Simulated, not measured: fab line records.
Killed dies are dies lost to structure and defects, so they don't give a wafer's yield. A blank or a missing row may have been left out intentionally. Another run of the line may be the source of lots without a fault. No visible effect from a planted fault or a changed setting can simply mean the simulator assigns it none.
A lot that was struck, set against a sound lot -- flow sky130 -- 16 steps out of a route of 708
Sound: the wafers L647.2, L647.5, L647.6. Struck: wafer L666.3 (L666.1, L666.5, from the same lot, were not struck and are left out); the cause is given at the end.
Each step with rows lists, per side, the tool, then ch with its chambers, then its first start. Under that, the readings that differ: sound wafers -- struck wafers -- difference of the means -- sigmas: that difference in standard deviations of wafers without a fault.
alike: same words and numbers on both sides, and readings whose means sit less than 2 such deviations apart. not compared: any withheld reading, any reading some wafer has no value for, any bound like >300 that may hide the same value, and any number with overlapping values for which the record gives no deviation.
A row with sigmas, a row that says differs or no value, or rows on one side alone: a step with any of these is where the two part. When numbers do not overlap yet have no deviation, they are printed without sigmas and do not part them. A reading that every wafer of one side lacks parts them only if that side has two wafers or more.

SKY_SD_N_OVL_MEAS_08:
  sound on overlay-02 at day 28 14:48; struck on overlay-02 at day 36 02:32
  alike: SD_N_OVL
then, 2 steps without rows for these wafers: SKY_SD_N_IMPLANT_09; SKY_SD_N_IMPLANT_10.
SKY_SD_N_STRIP_11: strips in O2/N2.
  sound on plasmaAsher-03 ch 0,1, day 28 15:08; struck on plasmaAsher-04 ch 1, day 36 02:53
  alike: drypumpMotorCurrentA, oesProductAu, stripTimeToEndpointS
  not compared: rfHoursCounterH
SKY_SD_N_TW_MEAS_12:
  sound on filmMetro-02 at day 28 15:14; struck on filmMetro-02 at day 36 02:59
  alike: SD_N_TW
then, 1 step without rows for these wafers: SKY_SD_N_CLEAN_13 (cleans in SC1/SC2, time 150 s).
SKY_SD_N_RTA_14: time 2 s.
  sound on rtpAnneal-01 ch 0, day 28 15:21; struck on rtpAnneal-01 ch 0, day 36 03:05
  alike: lampPowerPct, wafer_temp_C_max
SKY_SD_N_RS_MEAS_16: measurement is done with a four-point probe.
  sound on filmMetro-01 at day 28 15:32; struck on filmMetro-01 at day 36 03:16
  alike: SD_N_RS
SKY_SD_N_RS_MEAS_17: measurement is done with a four-point probe.
  sound on filmMetro-01 at day 28 15:40; struck on filmMetro-01 at day 36 03:23
  alike: SD_P_RS
SKY_SD_N_RS_MEAS_18: measurement is done with a four-point probe.
  sound on filmMetro-01 at day 28 15:47; struck on filmMetro-01 at day 36 03:31
  alike: RES_XHIGH_RS
then, 1 step without rows for these wafers: SKY_SALICIDE_CLEAN_00 (cleans in HF-last, time 30 s).
SKY_LI_CONTACT_HDPCVD_00: deposits PSG, target thk 930 nm, time 155 s.
  sound on hdpcvd-01 ch 0,2, day 28 15:53; struck on hdpcvd-01 ch 2, day 36 03:38
reading,sound,struck,difference,sigmas
sih4FlowSccm (sccm),60.27 60.46 60.08,71.96,+11.69,+69
model.PSG_of_LI_CONTACT_HDPCVD_00.thkNm (nm),924.5 920.8 918.4,1123,+202,
SKY_LI_CONTACT_THK_MEAS_01:
  sound on filmMetro-02 at day 28 16:01; struck on filmMetro-01 at day 36 04:03
reading,sound,struck,difference,sigmas
LI_CONTACT_HDPCVD_THK (nm),925 921 918,1123,+202,+17
  not compared: hold
SKY_LI_CONTACT_CMP_02: polishes PSG.
  sound on cmp-02 ch 1,2,3, day 28 16:10; struck on cmp-01 ch 0, day 36 09:44
reading,sound,struck,difference,sigmas
hold,- - -,awaitDispo/2.1h/release,no value on the sound wafers,
motorCurrentA (A),10.5 13.8 10.8,15.3,+3.6,+2
timeToEndpointS (s),28 33 32,55,+24,+7
  alike: edgeZonePressureFrac, slurryFlowMlMin
SKY_LI_CONTACT_BOW_MEAS_03:
  sound on filmMetro-01 at day 28 16:23; struck on filmMetro-01 at day 36 10:04
  alike: LI_CONTACT_BOW
-- record jumps: 15 days separate the struck wafers' starts on either side; left off in module LI_CONTACT, taken up again in module PAD_OPEN, whose first shown step is the route's number 708 --
SKY_PAD_OPEN_PROBE_99:
  sound on prober-01 at day 46 08:46; struck on prober-01 at day 51 09:24
  alike: killed_at_M0_to_M3, killed_at_M4_up, killedAtContacts, killedAtFrontEnd, killedAtOther, killedDies, killedOnRim, killedOpen, killedShort

== WHERE THEY PART ==
Last at SKY_LI_CONTACT_CMP_02 as far as this record goes, first at SKY_LI_CONTACT_HDPCVD_00. Later steps at which nothing parts them and some readings are alike: SKY_LI_CONTACT_BOW_MEAS_03, SKY_PAD_OPEN_PROBE_99.

WHY: what the simulator had put in
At SKY_LI_CONTACT_HDPCVD_00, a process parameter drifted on hdpcvd-01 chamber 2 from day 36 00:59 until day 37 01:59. Setting sih4FlowSccm shifted by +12 from 60. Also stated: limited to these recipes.
